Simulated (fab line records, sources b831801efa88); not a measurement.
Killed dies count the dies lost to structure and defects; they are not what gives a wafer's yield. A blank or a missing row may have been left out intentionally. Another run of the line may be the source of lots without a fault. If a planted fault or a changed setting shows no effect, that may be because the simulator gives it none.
One fault seen from 2 desks -- flow gf180mcu -- each desk has only its own numbers; what lay behind them comes last

FOR THE TOOL OWNER'S DESK: iline_stepper-02
The tool's own readings at GF_MIM_EXPOSE_16 (exposes mask FuseTop, target cd 2000 nm): means of the sampled wafers that have a number, for each lot that ran on this tool. The brackets show how far a lot's mean lies from the usual mean; more than 4 standard deviations puts the lot out of limits, marked OUT.
Columns: A = exposure_dose_mJ_cm2 at GF_MIM_EXPOSE_16, usual 140.01; B = focus_offset_nm at GF_MIM_EXPOSE_16, usual 0.0 nm
lot,first seen here,A,B
L177,day 26 02:53,140.11,0.1
L186,day 28 21:51,139.85,-0.1
L187,day 29 06:25,140.17,0.3
Result from this desk: across the 3 lots, nothing is out of limits.

FROM THE METROLOGY DESK
Lot by lot, what the gauges showed, no matter which tool ran the lot: averages of those sampled wafers that carry a number. The brackets show how far a lot's mean lies from the usual mean; more than 4 standard deviations puts the lot out of limits, marked OUT.
Columns: A = MIM_CVD_05_THK at GF_MIM_THK_MEAS_06, usual 42.0 nm; B = MIM_ALCU_RS at GF_MIM_RS_MEAS_10, usual 0.1597 ohm/sq; C = MIM_ALCU_THK at GF_MIM_THK_MEAS_11, usual 198 nm
lot,first seen here,A,B,C
L177,day 25 16:11,42.1,0.1611,196
L186,day 28 11:25,41.9,0.1598,197
L187,day 28 20:35,42.3,0.1587,201
L190,day 29 18:33,41.7,0.1592,198
L192,day 30 10:01,42.0,0.1603,197
L191,day 30 10:36,41.8,0.1602,198
Result from this desk: across the 6 lots, nothing is out of limits.

TAKEN TOGETHER
The desk of the tool owner found nothing out of limits.
Metrology desk: nothing out of limits seen.

WHAT THE SIMULATOR HAD INSERTED
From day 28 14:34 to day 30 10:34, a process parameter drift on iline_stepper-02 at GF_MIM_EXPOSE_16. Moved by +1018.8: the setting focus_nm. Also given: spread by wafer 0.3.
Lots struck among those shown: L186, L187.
